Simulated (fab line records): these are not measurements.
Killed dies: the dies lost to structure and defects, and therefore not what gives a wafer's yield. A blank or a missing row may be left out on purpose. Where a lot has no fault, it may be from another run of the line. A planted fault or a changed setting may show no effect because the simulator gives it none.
Which of the tools did it?    flow sky130    14 lots, 42 wafers sampled, at 4 steps of a route of 708

WHAT THE GAUGES SHOWED, per wafer
SKY_VT_ADJUST_PCH_TW_MEAS_10. Usual: VT_ADJUST_PCH_TW 142.4, standard deviation 1.2.
lot   measured      on             VT_ADJUST_PCH_TW   flag
L675  day 10 17:01  film metro-02  141.5 141.3 140.8  
L676  day 11 00:32  film metro-02  141.7 141.7 142.0  
L677  day 11 19:13  film metro-02  141.1 141.3 141.1  
L678  day 12 06:26  film metro-03  144.2 144.2 143.1  
L679  day 12 11:20  film metro-04  143.3 142.5 142.9  
L680  day 12 14:02  film metro-02  142.7 142.0 142.4  
L681  day 12 22:35  film metro-04  143.6 143.2 142.6  
L683  day 13 17:17  film metro-02  142.5 141.7 141.2  
L685  day 13 22:00  film metro-04  30.2 30.2 30.2     OFF
L686  day 14 11:46  film metro-03  30.2 30.2 30.1     OFF
L688  day 15 03:20  film metro-04  144.0 144.5 143.4  
L695  day 17 10:25  film metro-02  140.1 139.5 140.6  
L696  day 17 14:48  film metro-02  138.3 139.8 139.4  
L697  day 17 19:28  film metro-03  144.1 143.8 144.0  

SKY_SONOS_TUNNEL_OVL_MEAS_08. Usual: SONOS_TUNNEL_OVL -0.8 nm, standard deviation 1.1.
lot   measured      on          SONOS_TUNNEL_OVL (nm)  flag
L675  day 11 16:43  overlay-01  -1.0 -2.3 -3.3         
L676  day 12 00:16  overlay-02  -1.2 -0.8 -1.7         
L677  day 12 19:28  overlay-01  -1.4 -0.2 -0.3         
L678  day 13 07:20  overlay-02  -1.4 -1.4 -3.4         
L679  day 13 12:04  overlay-02  0.6 -0.6 -0.2          
L680  day 13 15:10  overlay-02  -1.4 -0.4 -0.1         
L681  day 14 00:10  overlay-01  -1.0 -0.6 -0.6         
L683  day 14 18:35  overlay-01  -0.1 0.7 -2.0          
L688  day 16 06:55  overlay-01  -1.0 -2.5 -2.2         
L695  day 18 15:37  overlay-02  -1.3 -2.0 -1.9         
L696  day 18 20:20  overlay-02  -0.4 -1.7 -0.6         
L697  day 19 01:05  overlay-01  -1.2 -0.7 -3.2         

SKY_SONOS_ONO_THK_MEAS_05. Usual: SONOS_ONO_CVD_04_THK 5.78 nm, standard deviation 0.12.
lot   measured      on             SONOS_ONO_CVD_04_THK (nm)  flag
L675  day 11 22:20  film metro-03  5.67 5.73 5.83             
L676  day 12 06:07  film metro-03  5.71 5.68 5.76             
L677  day 12 23:46  film metro-03  5.71 5.76 5.80             
L678  day 13 16:56  film metro-03  5.75 5.72 5.78             
L679  day 13 18:31  film metro-03  5.81 5.82 5.76             
L680  day 13 22:55  film metro-01  5.99 5.94 5.99             
L681  day 14 10:07  film metro-03  6.02 5.88 5.75             
L683  day 15 02:02  film metro-01  5.65 5.60 5.58             
L688  day 16 13:28  film metro-03  5.71 5.82 5.89             
L695  day 18 22:59  film metro-01  5.91 6.02 5.92             
L696  day 19 03:16  film metro-03  5.58 5.73 5.64             
L697  day 19 13:24  film metro-03  5.79 5.75 5.65             

EACH LOT AND THE TOOL THAT RAN IT (in order: tool; ch and the chambers of the sampled wafers; start)
lot   SKY_VT_ADJUST_PCH_IMPLANT_08
L675  implanter-04 ch 0, day 10 16:47
L676  implanter-02 ch 0, day 11 00:17
L677  implanter-02 ch 0, day 11 18:58
L678  implanter-04 ch 0, day 12 06:11
L679  implanter-04 ch 0, day 12 11:05
L680  implanter-04 ch 0, day 12 13:47
L681  implanter-04 ch 0, day 12 22:21
L683  implanter-02 ch 0, day 13 17:02
L685  implanter-04, day 13 21:48
L686  implanter-02, day 14 11:32
L688  implanter-04 ch 0, day 15 03:05
L695  implanter-01 ch 0, day 17 10:10
L696  implanter-02 ch 0, day 17 14:35
L697  implanter-01 ch 0, day 17 19:15
- SKY_VT_ADJUST_PCH_IMPLANT_08

AS READ BY THE TOOLS THEMSELVES (means over the sampled wafers that have a number; for cases with no such wafer, the mark the record gives instead)
SKY_VT_ADJUST_PCH_IMPLANT_08. Usual: beam energy keV 9.863, standard deviation 0.0034; beam on s 9.98 s, standard deviation 0.21.
lot   tool          beam energy keV  beam on s (s)  flag
L675  implanter-04  9.862            10.03          
L676  implanter-02  9.860            9.98           
L677  implanter-02  9.860            10.03          
L678  implanter-04  9.868            10.09          
L679  implanter-04  9.865            10.08          
L680  implanter-04  9.862            9.77           
L681  implanter-04  9.862            9.76           
L683  implanter-02  9.866            10.00          
L685  implanter-04  -                -              OFF
L686  implanter-02  -                -              OFF
L688  implanter-04  9.864            9.96           
L695  implanter-01  9.865            10.14          
L696  implanter-02  9.862            10.16          
L697  implanter-01  9.862            10.17          

THE ANSWER, worked out from the rows above alone
Rule: a lot is off if the mean of its wafers that have a number lies more than 3 standard deviations from the usual mean. A lot without any number at a reading at which 4 lots or more have one is off too. Where the step has rows for the other lots, those lots are counted as sound. The gauges are gone through in route order, then the tools' own readings, and for those a lot's mean is taken as printed above. The first step at which some lot is off is used, and at that step the reading that is off furthest; a lot without a number counts as furthest.
Off: at SKY_VT_ADJUST_PCH_TW_MEAS_10 (VT_ADJUST_PCH_TW), L685, L686.
A tool fits if, at a process step before that reading, it ran every lot that is off, and no sound lot after the first of them. The gauges at SKY_VT_ADJUST_PCH_TW_MEAS_10 aren't tried: what is off there is off at SKY_VT_ADJUST_PCH_IMPLANT_08 too, on other tools, and a gauge's error can't cause that. Of those tried, none fits.

WHAT THE SIMULATOR HAD INSERTED
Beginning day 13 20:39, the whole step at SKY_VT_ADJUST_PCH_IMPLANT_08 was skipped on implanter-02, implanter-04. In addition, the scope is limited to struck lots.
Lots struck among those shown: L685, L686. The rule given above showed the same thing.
